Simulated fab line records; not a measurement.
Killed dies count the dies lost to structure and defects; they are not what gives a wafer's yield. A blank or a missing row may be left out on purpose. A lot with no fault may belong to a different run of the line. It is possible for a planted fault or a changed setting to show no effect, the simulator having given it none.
A lot that was struck, set against a sound lot / flow sky130 / 43 steps out of a route of 708
Sound: these wafers, L641.1, L641.2, L641.6. Struck: wafers L653.1, L653.3, L653.4. Last of all comes the cause.
Each step with rows lists, per side, the tool, then ch with its chambers, then its first start. Under that, the readings that differ: sound wafers / struck wafers / difference of the means / sigmas: that difference in standard deviations of wafers without a fault.
alike: words and numbers the same on both sides, and readings whose means are apart by under 2 such deviations; not compared: readings that were withheld, readings missing a value for some wafer, numbers with overlapping values and no deviation given by the record, and bounds like >300 which may hide the same value.
The two part at a step that has a row with sigmas, a row that says differs or no value, or rows on one side only. When numbers do not overlap yet have no deviation, they are printed without sigmas and do not part them. A reading that every wafer of one side lacks parts them only if that side has two wafers or more.

SKY_POLY_CUT_ETCH_10: etches BARC in N2/H2, stops on SiO2, time 45.9 s, target depth 60 nm.
  sound on rie diel-02 ch 1,3, day 25 18:48; struck on rie diel-04 ch 1,2,3, day 30 02:06
  alike: drypump motor current A, oes product au, throttle valve pct
  not compared: rf hours counter h
SKY_POLY_CUT_ETCH_11: etches Si3N4 in CF4/CH2F2/Ar, stops on poly-Si, time 42.5 s, target depth 60 nm.
  sound on rie diel-02 ch 1,3, day 25 18:50; struck on rie diel-04 ch 1,2,3, day 30 02:09
  alike: drypump motor current A, oes product au, throttle valve pct
  not compared: rf hours counter h
SKY_POLY_CUT_STRIP_12: strips in O2/N2.
  sound on plasma asher-03 ch 0,1, day 25 18:53; struck on plasma asher-02 ch 0,1, day 30 02:11
reading=drypump motor current A (A); sound=5.2 4.8 4.9; struck=5.8 5.8 5.5; difference=+0.7; sigmas=+2
  alike: oes product au, strip time to endpoint s
  not compared: rf hours counter h
then, 7 steps without rows for these wafers: SKY_SD_P_DEHYDRATE_00 (time 60 s); SKY_SD_P_HMDS_01 (prime time 60 s); SKY_SD_P_COAT_02 (resist thk 1140 nm); SKY_SD_P_SOFTBAKE_03 (time 60 s); SKY_SD_P_EXPOSE_04 (exposes mask PSDM, target cd 380 nm); SKY_SD_P_PEB_05; SKY_SD_P_DEVELOP_06 (develop time 60 s).
SKY_SD_P_CD_MEAS_07: the cd target is 380 nm.
  sound on cd sem-02, day 27 00:18; struck on cd sem-01, day 31 06:24
  alike: cd nm
SKY_SD_P_OVL_MEAS_08:
  sound on overlay-01, day 27 00:25; struck on overlay-02, day 31 06:31
  alike: SD_P_OVL
SKY_SD_P_IMPLANT_09:
  sound on implanter-03 ch 0, day 27 00:27; struck on implanter-01 ch 0, day 31 06:33
  alike: end station pressure torr
SKY_SD_P_STRIP_10: strips in O2/N2.
  sound on plasma asher-02 ch 0,1, day 27 00:36; struck on plasma asher-01 ch 0,1, day 31 06:42
reading=oes product au (a.u.); sound=0.616 0.617 0.617; struck=0.625 0.629 0.635; difference=+0.013; sigmas=+3
reading=strip time to endpoint s (s); sound=17.49 17.48 17.47; struck=17.16 17.16 17.14; difference=-0.33; sigmas=-9
  alike: drypump motor current A
  not compared: rf hours counter h
SKY_SD_P_TW_MEAS_11:
  sound on film metro-01, day 27 00:42; struck on film metro-02, day 31 06:48
reading=SD_P_TW; sound=2793 2811 2811; struck=2742 2732 2737; difference=-68; sigmas=-3
then, 8 steps without rows for these wafers: SKY_RES_XHIGH_DEHYDRATE_00 (time 60 s); SKY_RES_XHIGH_HMDS_01 (prime time 60 s); SKY_RES_XHIGH_COAT_02 (resist thk 1140 nm); SKY_RES_XHIGH_SOFTBAKE_03 (time 60 s); SKY_RES_XHIGH_EXPOSE_04 (exposes mask URPM, target cd 1270 nm); SKY_RES_XHIGH_PEB_05; SKY_RES_XHIGH_DEVELOP_06 (develop time 60 s); SKY_RES_XHIGH_IMPLANT_07.
SKY_RES_XHIGH_STRIP_08: strips in O2/N2.
  sound on plasma asher-01 ch 0,1, day 28 04:44; struck on plasma asher-01 ch 0,1, day 32 10:05
  alike: drypump motor current A, oes product au, strip time to endpoint s
  not compared: rf hours counter h
SKY_RES_XHIGH_TW_MEAS_09:
  sound on film metro-02, day 28 04:50; struck on film metro-04, day 32 10:11
  alike: RES_XHIGH_TW
then, 7 steps without rows for these wafers: SKY_SD_N_DEHYDRATE_00 (time 60 s); SKY_SD_N_HMDS_01 (prime time 60 s); SKY_SD_N_COAT_02 (resist thk 1140 nm); SKY_SD_N_SOFTBAKE_03 (time 60 s); SKY_SD_N_EXPOSE_04 (exposes mask NSDM, target cd 380 nm); SKY_SD_N_PEB_05; SKY_SD_N_DEVELOP_06 (develop time 60 s).
SKY_SD_N_CD_MEAS_07: the cd target is 380 nm.
  sound on cd sem-01, day 29 08:00; struck on cd sem-01, day 33 11:18
  alike: cd nm
SKY_SD_N_OVL_MEAS_08:
  sound on overlay-02, day 29 08:07; struck on overlay-02, day 33 11:25
  alike: SD_N_OVL
then, 3 steps without rows for these wafers: SKY_SD_N_IMPLANT_09; SKY_SD_N_IMPLANT_10; SKY_SD_N_STRIP_11 (strips in O2/N2).
SKY_SD_N_TW_MEAS_12:
  sound on film metro-02, day 29 08:33; struck on film metro-04, day 33 11:51
  alike: SD_N_TW
then, 1 step without rows for these wafers: SKY_SD_N_CLEAN_13 (cleans in SC1/SC2, time 150 s).
SKY_SD_N_RTA_14: time 2 s.
  sound on rtp anneal-02 ch 0, day 29 08:40; struck on rtp anneal-02 ch 0, day 33 11:58
  alike: lamp power pct, wafer_temp_C_max
SKY_SD_N_RS_MEAS_16: measurement is done with a four-point probe.
  sound on film metro-04, day 29 08:50; struck on film metro-02, day 33 12:08
  alike: SD_N_RS
SKY_SD_N_RS_MEAS_17: measurement is done with a four-point probe.
  sound on film metro-04, day 29 08:58; struck on film metro-02, day 33 12:16
reading=SD_P_RS (ohm/sq); sound=146.3 147.0 146.4; struck=150.5 149.9 150.0; difference=+3.6; sigmas=+10
-- here the record skips 16 days between the struck wafers' starts before and after, leaving off in module SD_N and picking up in module PAD_OPEN (first step shown: number 708 of the route) --
SKY_PAD_OPEN_PROBE_99:
  sound on prober-01, day 46 19:04; struck on prober-02, day 49 18:49
reading=model.etest.res high po.line ohm um; sound=739.9 745.6 743; struck=868.3 852.9 835.1; difference=+109.3; sigmas=
reading=model.etest.licon high po.rc ohm; sound=350.4 353.7 347.9; struck=466.5 457.2 447.9; difference=+106.5; sigmas=
reading=model.etest.res pdiff.line ohm um; sound=1371 1355 1380; struck=1440 1442 1434; difference=+70; sigmas=
reading=model.etest.licon pdiff.rc ohm; sound=563.3 607.7 567.2; struck=643.2 608 620.7; difference=+44.6; sigmas=
reading=model.etest.res high po.rs ohm sq; sound=261.6 260.6 260.5; struck=302.2 299.2 291.1; difference=+36.6; sigmas=
reading=model.etest.res pdiff hv.rs ohm sq; sound=188.3 190 191.5; struck=203.2 203.5 203.2; difference=+13.4; sigmas=
reading=model.etest.res pdiff.rs ohm sq; sound=195.4 195.2 195.7; struck=208.6 208.1 207.2; difference=+12.5; sigmas=
  alike: killed_at_M0_to_M3, killed_at_M4_up, killed at contacts, killed at front end, killed at other, killed dies, killed open, killed short

== WHERE THEY PART ==
Earliest at SKY_POLY_CUT_STRIP_12; latest, in this record, at SKY_SD_N_RS_MEAS_17. Later steps at which nothing parts them and some readings are alike: SKY_PAD_OPEN_PROBE_99.

WHY: what had been put in by the simulator
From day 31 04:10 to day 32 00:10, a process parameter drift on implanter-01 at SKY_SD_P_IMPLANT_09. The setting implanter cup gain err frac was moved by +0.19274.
